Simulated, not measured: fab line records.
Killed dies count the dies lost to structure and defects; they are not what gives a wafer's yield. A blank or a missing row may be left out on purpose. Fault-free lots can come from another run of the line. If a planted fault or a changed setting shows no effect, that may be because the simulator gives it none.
What tool caused it? + flow gf180mcu + 42 wafers sampled from 14 lots at 1 step of a route of 602

## WHAT THE GAUGES SHOWED, per wafer
GF_V4_THK_MEAS_01. Usual: V4_CVD_00_THK gives 597 nm (standard deviation 6.4).
| lot  | measured     | on            | V4_CVD_00_THK (nm) | flag |
|------|--------------|---------------|--------------------|------|
| L358 | day 23 10:41 | film metro-04 | 597 597 604        |      |
| L360 | day 24 05:18 | film metro-04 | 596 598 608        |      |
| L362 | day 24 20:11 | film metro-02 | 609 601 601        |      |
| L361 | day 24 22:11 | film metro-04 | 590 606 597        |      |
| L363 | day 24 23:10 | film metro-04 | 596 598 586        |      |
| L365 | day 25 19:31 | film metro-02 | 602 602 605        |      |
| L367 | day 26 14:17 | film metro-03 | 599 596 604        |      |
| L369 | day 27 08:59 | film metro-02 | 600 595 607        |      |
| L370 | day 27 14:33 | film metro-02 | 582 586 588        |      |
| L373 | day 28 11:14 | film metro-04 | 594 587 605        |      |
| L377 | day 29 10:27 | film metro-02 | 597 597 600        |      |
| L378 | day 29 18:33 | film metro-02 | 601 599 594        |      |
| L379 | day 30 03:26 | film metro-04 | 596 591 588        |      |
| L381 | day 30 17:25 | film metro-02 | 584 581 579        |      |

## EACH LOT AND THE TOOL THAT RAN IT (in order: tool; ch and the chambers of the sampled wafers; start)
Record: no process step prior to these readings.

## AS READ BY THE TOOLS THEMSELVES (means over the sampled wafers that have a number; for cases with no such wafer, the mark the record gives instead)
The record holds no such reading with a usual standard deviation.

## THE ANSWER, worked out from the rows above alone
Rule: a lot is off if the mean of its wafers that have a number lies more than 3 standard deviations from the usual mean. Also off: a lot with no number at a reading for which 4 or more lots have one. The other lots that the step has rows for count as sound. The gauges are gone through in route order, then the tools' own readings, and for those a lot's mean is taken as printed above. The first step at which some lot is off is used, and at that step the reading that is off furthest; a lot without a number counts as furthest.
No lot is off at any reading shown: from this, nothing can be told.

## WHAT THE SIMULATOR PUT IN
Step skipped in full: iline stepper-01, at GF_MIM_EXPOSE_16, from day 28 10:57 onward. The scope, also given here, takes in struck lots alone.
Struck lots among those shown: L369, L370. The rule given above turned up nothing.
